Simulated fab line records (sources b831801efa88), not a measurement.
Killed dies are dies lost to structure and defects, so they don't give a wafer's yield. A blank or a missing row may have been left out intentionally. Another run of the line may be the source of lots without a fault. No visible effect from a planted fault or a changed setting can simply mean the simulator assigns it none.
Code-filled problem report in 8D (eight disciplines) form / flow gf180mcu / the parts of the form that need people (team, actions taken, sign-off) are left out

== 1. WHAT WENT WRONG ==
Mean of beam energy keV at GF_HV_LDD_IMPLANT_21: 25.803 across 6 wafers in 2 lots; on wafers with no fault it is 24.998 (standard deviation 0.0084). Measured from the usual mean, that is +96 standard deviations.
First seen on wafer L784.1, day 14 03:16, on implanter-04. The record has a number at this step for 39 wafers belonging to 13 lots. By rule, "out" or "out of limits" means more than 4 standard deviations away from the usual mean. Any other wafer with a number is counted as sound.

== 2. WHAT THIS IS AND IS NOT ==
question=which readings at this step | is=beam energy keV | is not=dose ions cm2, tilt deg
question=which lots | is=L784, L785 | is not=L773, L774, L776, L777, L781, L788, L789, L791, L794, L795, L796
question=which wafers of those lots | is=all that have a number | is not=-
question=read on which tools | is=implanter-04 | is not=implanter-01, implanter-02
question=when | is=from day 14 03:16 | is not=up to then (15 sound wafers); but 18 sound wafers of L788, L789, L791, L794, L795, L796 came after

== 3. WHAT RULES OUT EACH SUSPECT ==
Counting: a tool stays on the suspect list if, at a process step up to the reading, it processed all lots that are out and no sound lot following the first of them.
- implanter-04 at GF_HV_LDD_IMPLANT_21: ruled out as a lasting fault. After its first lot that is out, L784 (day 14 03:16), sound lots L795 ran on it.
Left after counting: nothing in the record.

== 4. THE CAUSE (what the simulator had put in) ==
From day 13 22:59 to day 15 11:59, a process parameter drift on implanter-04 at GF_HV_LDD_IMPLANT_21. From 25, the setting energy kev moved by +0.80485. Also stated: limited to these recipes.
Counting ruled it out, wrongly.

== 5. THE EFFECT CHAIN, in route order ==
One row per reading whose mean, taken over the struck wafers that have a number, lies over 3 standard deviations from the usual. Only readings whose record carries a usual standard deviation are examined. hours: median over the lots of the time between each lot's start at the first step of this table that gives one and its start at this step. sigmas: the change, counted in usual standard deviations.
hours=0; step=GF_HV_LDD_IMPLANT_21; reading=beam energy keV; usual=24.998; on struck wafers=25.803; change=+0.805; sigmas=+96
Here are the process steps it includes:
- GF_HV_LDD_IMPLANT_21
At these later measuring or inspecting steps, every struck wafer for which the step has a row has a number for every such reading, and none has moved that far: GF_SALICIDE_RS_MEAS_04, GF_M1_RS_MEAS_05.

== 6. HOW IT WOULD HAVE BEEN CAUGHT EARLIER ==
4 hours passed between the start of the fault at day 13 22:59 and the first reading out of limits in this record, taken at day 14 03:16.
